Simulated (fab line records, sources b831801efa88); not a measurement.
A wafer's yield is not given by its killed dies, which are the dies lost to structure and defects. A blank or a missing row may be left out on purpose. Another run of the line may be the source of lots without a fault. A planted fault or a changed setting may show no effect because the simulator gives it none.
fab line records ; flow sfq-line
record: lots: 7; wafers: 20; last-day: 94
route steps=325 shown INCOMING@1 L0@3
lots with no fault: from the same line, run without faults
start-h: the number of hours between the record's first day and the start of the first shown wafer of the lot ; wait-h: hours elapsed since this lot's preceding step ; " as in the row above ; L1.1+2: a row that stands for several wafers ; - no value, or no start was given ; * or withheld: withheld ; < > ~ a bound
route shown NAME@n: a module of which the file shows steps, and the number in the route of the first ; usual: mean/standard deviation taken from wafers without a fault ; same: alike in all rows ; chamber/n: place in a boat ; sites: readings site by site ; _std_site: their standard deviation ; _edge_site: mean of outer sites minus mean of inner sites ; radius-mm: how far each site lies from the wafer's centre ; mask NAME#n: copy n ; behind: tool/chamber where the wafer was last shaped ; hold: why the lot went on hold/how many hours it stayed there/how the hold came to an end ; device: whichever transistor did not switch (one of n, p or np) ; end of line: the tests these same wafers got at the end of their route ; a step given without rows: its recipe and nothing more ; killed: dies lost to structure and defects at the first sort, not the wafer's yield ; map: a wafer's dies, x killed, . not, _ none there
set.NAME: setting as actually run; set.NAME@STEP: the setting as run at that earlier step ; model.NAME: the simulator's own value behind a step, which no gauge read
a table for each step, a row for each wafer; lots at some steps of the route
services: the hour from which a tool's chamber was out of use, counted from the record's first day as start-h (under 0 if before that day), plus the number of hours and why
== steps ==
step: SFQ_INCOMING_BOW_MEAS_900
recipe: mode: bow
usual: INCOMING_BOW: -1/6.2
lot.wafer;tool;chamber;start-h;wait-h;INCOMING_BOW[um]
L884.2;film-metro-04;-;10.02;-;1
L884.3;film-metro-04;-;10.02;-;-8
L884.6;film-metro-04;-;10.02;-;-8
L892.1;film-metro-02;-;50.00;-;-5
L892.3;film-metro-02;-;50.00;-;3
L892.4;film-metro-02;-;50.00;-;-1
L893.1;film-metro-04;-;55.00;-;5
L893.4;film-metro-04;-;55.00;-;0
L893.5;film-metro-04;-;55.00;-;-9
L895.1;film-metro-02;-;65.00;-;-4
L895.4;film-metro-02;-;65.00;-;2
L896.2;film-metro-04;-;70.02;-;-7
L896.3;film-metro-04;-;70.02;-;-1
L896.6;film-metro-04;-;70.02;-;-7
L902.1;film-metro-03;-;100.00;-;-3
L902.3;film-metro-03;-;100.00;-;-6
L902.5;film-metro-03;-;100.00;-;-5
L904.1;film-metro-04;-;110.00;-;2
L904.2;film-metro-04;-;110.00;-;1
L904.4;film-metro-04;-;110.00;-;-5
step: SFQ_TRILAYER_INCOMING_OXIDATION_002
recipe: temp-c: 1000; ambient: H2O; target-thk-a: 5000; p-h2o-torr: 720; ox-time-s: 4939
step: SFQ_TRILAYER_L0_DEP_SPUTTER_003
recipe: material: MoNx_KI; base-pressure-pa: 1.33e-06; target-thk-nm: 40; power-w: 800; time-s: 100; chamber-pressure-pa: 0.4
usual: throttle-valve-pct: 30.6/1.1
lot.wafer;tool;chamber;start-h;wait-h;throttle-valve-pct
L884.2;pvd-sputter-05;-;12.49;0.0;31.3
L884.3;pvd-sputter-05;-;12.49;0.0;31.6
L884.6;pvd-sputter-05;-;12.49;0.0;31.1
L892.1;pvd-sputter-06;-;52.49;0.0;30.4
L892.3;pvd-sputter-06;-;52.49;0.0;31.0
L892.4;pvd-sputter-06;-;52.49;0.0;32.7
L893.1;pvd-sputter-05;-;57.49;0.0;27.9
L893.4;pvd-sputter-05;-;57.49;0.0;31.5
L893.5;pvd-sputter-05;-;57.49;0.0;27.9
L895.1;pvd-sputter-05;-;67.49;0.0;30.8
L895.4;pvd-sputter-05;-;67.49;0.0;31.6
L896.2;pvd-sputter-06;-;72.49;0.0;30.1
L896.3;pvd-sputter-06;-;72.49;0.0;31.0
L896.6;pvd-sputter-06;-;72.49;0.0;32.8
L902.1;pvd-sputter-03;-;102.49;0.0;29.7
L902.3;pvd-sputter-03;-;102.49;0.0;30.2
L902.5;pvd-sputter-03;-;102.49;0.0;30.1
L904.1;pvd-sputter-03;-;112.49;0.0;30.0
L904.2;pvd-sputter-03;-;112.49;0.0;31.1
L904.4;pvd-sputter-03;-;112.49;0.0;30.0
step: SFQ_L0_RS_MEAS_901
recipe: thk-meas-gauge: four-point-probe; reads: MoNx_KI_of_TRILAYER_L0_DEP_SPUTTER_003
usual: L0_MONX_KI_RS: 43.3/0.41
lot.wafer;tool;chamber;start-h;wait-h;hold;L0_MONX_KI_RS[ohm/sq]
L884.2;film-metro-02;-;12.58;0.1;-;43.5
L884.3;film-metro-02;-;12.58;0.1;-;43.6
L884.6;film-metro-02;-;12.58;0.1;-;44.1
L892.1;film-metro-02;-;52.56;0.0;-;43.4
L892.3;film-metro-02;-;52.56;0.0;-;43.3
L892.4;film-metro-02;-;52.56;0.0;-;43.1
L893.1;film-metro-01;-;57.56;0.0;-;42.7
L893.4;film-metro-01;-;57.56;0.0;-;42.9
L893.5;film-metro-01;-;57.56;0.0;-;42.7
L895.1;film-metro-02;-;67.56;0.0;await-dispo/0.2h/release;43.8
L895.4;film-metro-02;-;67.56;0.0;await-dispo/0.2h/release;43.3
L895.1;film-metro-02;-;67.85;0.3;-;43.8
L895.4;film-metro-02;-;67.85;0.3;-;43.3
L896.2;film-metro-02;-;72.58;0.1;-;43.6
L896.3;film-metro-02;-;72.58;0.1;-;43.7
L896.6;film-metro-02;-;72.58;0.1;-;43.5
L902.1;film-metro-03;-;102.56;0.0;-;42.7
L902.3;film-metro-03;-;102.56;0.0;-;42.4
L902.5;film-metro-03;-;102.56;0.0;-;42.3
L904.1;film-metro-02;-;112.56;0.0;-;42.8
L904.2;film-metro-02;-;112.56;0.0;-;42.6
L904.4;film-metro-02;-;112.56;0.0;-;42.6
step: SFQ_L0_THK_MEAS_902
recipe: thk-meas-gauge: xrf; reads: MoNx_KI_of_TRILAYER_L0_DEP_SPUTTER_003
usual: L0_MONX_KI_THK: 40.3/0.48
lot.wafer;tool;chamber;start-h;wait-h;hold;L0_MONX_KI_THK[nm]
L884.2;film-metro-02;-;12.69;0.1;-;39.9
L884.3;film-metro-02;-;12.69;0.1;-;40.1
L884.6;film-metro-02;-;12.69;0.1;-;39.5
L892.1;film-metro-02;-;52.68;0.1;-;40.2
L892.3;film-metro-02;-;52.68;0.1;-;40.0
L892.4;film-metro-02;-;52.68;0.1;-;40.3
L893.1;film-metro-01;-;57.68;0.1;-;41.0
L893.4;film-metro-01;-;57.68;0.1;-;40.6
L893.5;film-metro-01;-;57.68;0.1;-;40.8
L895.1;film-metro-02;-;69.52;1.6;await-dispo/0.2h/release;40.0
L895.4;film-metro-02;-;69.52;1.6;await-dispo/0.2h/release;40.0
L895.1;film-metro-02;-;69.74;0.2;-;39.6
L895.4;film-metro-02;-;69.74;0.2;-;40.2
L896.2;film-metro-02;-;72.69;0.1;-;40.0
L896.3;film-metro-02;-;72.69;0.1;-;39.6
L896.6;film-metro-02;-;72.69;0.1;-;40.1
L902.1;film-metro-03;-;102.68;0.1;-;40.9
L902.3;film-metro-03;-;102.68;0.1;-;41.0
L902.5;film-metro-03;-;102.68;0.1;-;41.3
L904.1;film-metro-02;-;112.68;0.1;-;40.8
L904.2;film-metro-02;-;112.68;0.1;-;40.9
L904.4;film-metro-02;-;112.68;0.1;-;40.8
step: SFQ_TRILAYER_L0_LITHO_COAT_010
recipe: resist: BARC; spin-rpm: 3000; resist-thk-nm: 62
step: SFQ_TRILAYER_L0_LITHO_COAT_005
recipe: resist: KrF; spin-rpm: 3000; resist-thk-nm: 600
step: SFQ_TRILAYER_L0_LITHO_SOFTBAKE_009
recipe: temp-c: withheld; time-s: withheld; resist: KrF
step: SFQ_TRILAYER_L0_LITHO_EXPOSE_006
recipe: mask-id: L0; na: 0.6; source-shape: conventional; sigma-outer: 0.65; target-cd-nm: 2000; dose-mj: 14.4
step: SFQ_TRILAYER_L0_LITHO_PEB_008
recipe: peb-temp-c: 115; peb-time-s: 60; resist: KrF
step: SFQ_TRILAYER_L0_LITHO_DEVELOP_007
recipe: time-s: 60; resist: KrF
step: SFQ_TRILAYER_L0_BARC_OPEN_METAL_ETCH_010
recipe: mask-material: PR; chemistry: O2; target-depth-nm: 125; target: BARC; icp-w: 600; bias-w: 80; pressure-mtorr: 10; time-s: 41.7
usual: drypump-motor-current-A: 5.7/0.44; oes-product-au: 0.685/0.0052; run-length-s: 70.1/0.37
lot.wafer;tool;chamber;start-h;wait-h;drypump-motor-current-A;oes-product-au;rf-hours-counter-h;run-length-s
L884.2;rie-metal-01;1;75.73;0.1;5.4;0.698;79;70.5
L884.3;rie-metal-01;1;75.73;0.1;5.4;0.691;-;70.4
L884.6;rie-metal-01;1;75.73;0.1;5.4;0.690;-;70.6
L892.1;rie-metal-02;1;126.98;0.1;6.4;0.680;146;69.5
L892.3;rie-metal-02;0;126.98;0.1;5.3;0.686;-;69.9
L892.4;rie-metal-02;1;126.98;0.1;6.4;0.686;-;69.7
L893.1;rie-metal-01;0;130.58;0.1;5.4;0.679;15;70.4
L893.4;rie-metal-01;1;130.58;0.1;5.4;0.713;-;69.1
L893.5;rie-metal-01;1;130.58;0.1;5.4;0.682;-;70.4
L895.1;rie-metal-01;0;146.18;0.1;5.3;0.688;18;70.6
L895.4;rie-metal-01;0;146.18;0.1;5.4;0.713;-;68.6
L896.2;rie-metal-01;1;153.38;0.1;5.4;0.689;92;70.6
L896.3;rie-metal-01;0;153.38;0.1;5.4;0.711;-;68.8
L896.6;rie-metal-01;0;153.38;0.1;5.4;0.690;-;70.2
L902.1;rie-metal-02;0;190.58;0.1;5.3;0.685;12;69.6
L902.3;rie-metal-02;1;190.58;0.1;6.5;0.682;-;69.6
L902.5;rie-metal-02;0;190.58;0.1;5.3;0.682;-;69.6
L904.1;rie-metal-03;0;209.06;0.1;5.5;0.681;11;70.3
L904.2;rie-metal-03;1;209.06;0.1;5.8;0.679;169;70.6
L904.4;rie-metal-03;0;209.06;0.1;5.5;0.680;-;70.0
step: SFQ_TRILAYER_L0_ETCH_METAL_ETCH_008
recipe: target: MoNx_KI; stop-on: SiO2; mask-material: PR; chemistry: SF6/O2; target-depth-nm: 50; icp-w: 600; bias-w: 80; pressure-mtorr: 10; time-s: 25
usual: drypump-motor-current-A: 5.7/0.43; oes-product-au: 0.875/0.0064; run-length-s: 53.4/0.43
lot.wafer;tool;chamber;start-h;wait-h;drypump-motor-current-A;oes-product-au;rf-hours-counter-h;run-length-s
L884.2;rie-metal-01;1;75.79;0.0;5.4;0.881;79;53.8
L884.3;rie-metal-01;1;75.79;0.0;5.4;0.869;-;53.8
L884.6;rie-metal-01;1;75.79;0.0;5.4;0.864;-;54.6
L892.1;rie-metal-02;1;127.04;0.0;6.4;0.869;146;53.0
L892.3;rie-metal-02;0;127.04;0.0;5.3;0.866;-;53.6
L892.4;rie-metal-02;1;127.04;0.0;6.5;0.871;-;53.2
L893.1;rie-metal-01;0;130.64;0.0;5.4;0.879;15;53.6
L893.4;rie-metal-01;1;130.64;0.0;5.4;0.886;-;54.0
L893.5;rie-metal-01;1;130.64;0.0;5.4;0.885;-;54.6
L895.1;rie-metal-01;0;146.24;0.0;5.4;0.869;18;53.7
L895.4;rie-metal-01;0;146.24;0.0;5.3;0.875;-;54.0
L896.2;rie-metal-01;1;153.44;0.0;5.4;0.869;92;54.5
L896.3;rie-metal-01;0;153.44;0.0;5.4;0.873;-;53.7
L896.6;rie-metal-01;0;153.44;0.0;5.4;0.867;-;53.8
L902.1;rie-metal-02;0;190.64;0.0;5.3;0.883;12;53.3
L902.3;rie-metal-02;1;190.64;0.0;6.4;0.882;-;52.9
L902.5;rie-metal-02;0;190.64;0.0;5.3;0.889;-;53.0
L904.1;rie-metal-03;0;209.11;0.0;5.5;0.880;11;53.1
L904.2;rie-metal-03;1;209.11;0.0;5.8;0.882;169;53.2
L904.4;rie-metal-03;0;209.11;0.0;5.5;0.886;-;53.1
== services ==
tool;chamber;start-h;hours;kind
rie-metal-01;-;13.64;1.4;pm
rie-metal-01;0;15.04;-;clean
rie-metal-01;0;15.04;-;consumable-replace:focus-ring
rie-metal-01;0;15.04;22.4;scheduled-down
rie-metal-01;0;15.04;22.4;vent-cycle
rie-metal-02;-;23.31;2.8;pm
pvd-sputter-05;-;25.61;1.8;repair
pvd-sputter-05;-;30.42;9.4;repair
rie-metal-03;-;66.95;0.1;repair
rie-metal-02;-;84.81;14.6;pm
pvd-sputter-06;-;87.58;5.3;repair
pvd-sputter-03;-;92.77;1.1;repair
rie-metal-03;0;95.85;11.9;repair
rie-metal-02;0;99.41;-;clean
rie-metal-02;0;99.41;-;consumable-replace:focus-ring
rie-metal-02;0;99.41;19.2;scheduled-down
rie-metal-02;0;99.41;19.2;vent-cycle
rie-metal-03;-;112.99;4.0;pm
rie-metal-03;0;146.80;10.5;repair
rie-metal-01;0;158.90;4.6;repair
pvd-sputter-05;-;164.07;10.1;repair
pvd-sputter-06;-;171.91;7.9;repair
pvd-sputter-06;-;177.77;2.8;repair
rie-metal-02;-;203.10;0.6;repair
== key ==
first-sign: step: SFQ_TRILAYER_L0_BARC_OPEN_METAL_ETCH_010; reading: oes-product-au; direction: up; sigmas: 5.3; usual: 0.685; struck: 0.713
effect: step: SFQ_TRILAYER_L0_BARC_OPEN_METAL_ETCH_010; reading: run-length-s; direction: down; sigmas: 3.5; usual: *; struck: *
met-at SFQ_TRILAYER_L0_BARC_OPEN_METAL_ETCH_010
struck-wafers L893.4,L895.4,L896.3
onset-between 75.73 130.58
fault: kind: process-parameter-drift; tool: rie-metal-01; chamber: -; onset-h: 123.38; steps: SFQ_TRILAYER_L0_BARC_OPEN_METAL_ETCH_010; channel: time-s; offset: *; shape: step; end-h: 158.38; scope: struck-wafers-only; acts-in: *; stated: *
